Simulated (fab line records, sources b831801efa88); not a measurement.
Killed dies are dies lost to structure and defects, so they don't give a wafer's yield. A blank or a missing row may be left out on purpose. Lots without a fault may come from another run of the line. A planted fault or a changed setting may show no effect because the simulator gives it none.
A struck lot beside a sound one | flow sfq_line | 14 steps out of a route of 325
Sound: wafers L206.2, L206.3, L206.5. Struck: wafers L217.1, L217.4, L217.6. The cause comes at the end.
At each step with rows: each side's tool, then ch and its chambers, then its first start. Under that, the readings that differ: sound wafers | struck wafers | difference of the means | sigmas: that difference in standard deviations of wafers without a fault.
alike: readings whose means differ by less than 2 such deviations, and words and numbers that are the same on both sides. not compared: withheld readings, readings that some wafer has no value for, bounds like >300 that may hide the same value, and numbers for which the record gives no deviation and whose values overlap.
The two part at a step that has a row with sigmas, a row that says differs or no value, or rows on one side only. Numbers that don't overlap but have no deviation are shown without sigmas and don't part them. A reading that every wafer of one side lacks parts them only if that side has two wafers or more.

first, 2 steps without rows for these wafers: SFQ_TRILAYER_I5_LITHO_PEB_147 (peb time 60 s); SFQ_TRILAYER_I5_LITHO_DEVELOP_146 (time 60 s).
SFQ_I5_OVL_MEAS_936:
  sound on overlay-02, day 62 21:08; struck on overlay-02, day 66 23:31
  alike: I5_OVL
SFQ_TRILAYER_I5_BARC_OPEN_VIA_ETCH_200: etches BARC in O2, target depth 125 nm, time 41.7 s.
  sound on rie_diel-04 ch 1,3, day 62 21:10; struck on rie_diel-04 ch 0,1,2, day 66 23:33
  alike: drypump_motor_current_A, oes_product_au
  not compared: rf_hours_counter_h
SFQ_TRILAYER_I5_ETCH_VIA_ETCH_147: etches the open film in CHF3, stops on Nb, target depth 360 nm.
  sound on rie_diel-04 ch 1,3, day 62 21:12; struck on rie_diel-04 ch 0,1,2, day 66 23:35
  alike: drypump_motor_current_A, oes_product_au
SFQ_TRILAYER_I5_STRIP_STRIP_148: strips in O2.
  sound on rie_metal-03 ch 1, day 62 21:21; struck on rie_metal-03 ch 0,1, day 66 23:44
  alike: drypump_motor_current_A, he_backside_leak_sccm, oes_product_au, platen_temp_c
  not compared: rf_hours_counter_h
then, 6 steps without rows for these wafers: SFQ_TRILAYER_I5_STRIP_SOLV_CLEAN_149 (cleans in NMP, time 600 s); SFQ_TRILAYER_C5_LITHO_COAT_156 (resist thk 62 nm); SFQ_TRILAYER_C5_LITHO_COAT_151 (resist thk 650 nm); SFQ_TRILAYER_C5_LITHO_SOFTBAKE_155; SFQ_TRILAYER_C5_LITHO_EXPOSE_152 (exposes mask C5, target cd 500 nm); SFQ_TRILAYER_C5_LITHO_PEB_154 (peb time 60 s).
-- the record jumps here: 5 days lie between the struck wafers' starts before and after --
SFQ_TRILAYER_C5_LITHO_DEVELOP_153: time 60 s.
  sound on litho_track-04 ch 0, day 67 20:04; struck on litho_track-04, day 71 18:37
  no value came back on the struck wafers for chill_plate_temp_C (C), exhaust_pa (Pa); on the sound wafers chill_plate_temp_C (C) reads 23.32 23.23 23.14
  reading                                             | sound             | struck            | difference | sigmas
  model.KrF_of_TRILAYER_C5_LITHO_COAT_151.thk_nm (nm) | 624.8 622.4 624.3 | 649.4 650.5 650.8 | +26.4      |
SFQ_C5_OVL_MEAS_937:
  sound on overlay-02, day 67 20:11; struck on overlay-02, day 71 18:46
  reading     | sound    | struck | difference                    | sigmas
  C5_OVL (nm) | -2 -3 -5 | - - -  | no value on the struck wafers |

WHERE THEY PART
First at SFQ_TRILAYER_C5_LITHO_DEVELOP_153; last, within this record, at SFQ_C5_OVL_MEAS_937.

WHY: what the simulator had put in
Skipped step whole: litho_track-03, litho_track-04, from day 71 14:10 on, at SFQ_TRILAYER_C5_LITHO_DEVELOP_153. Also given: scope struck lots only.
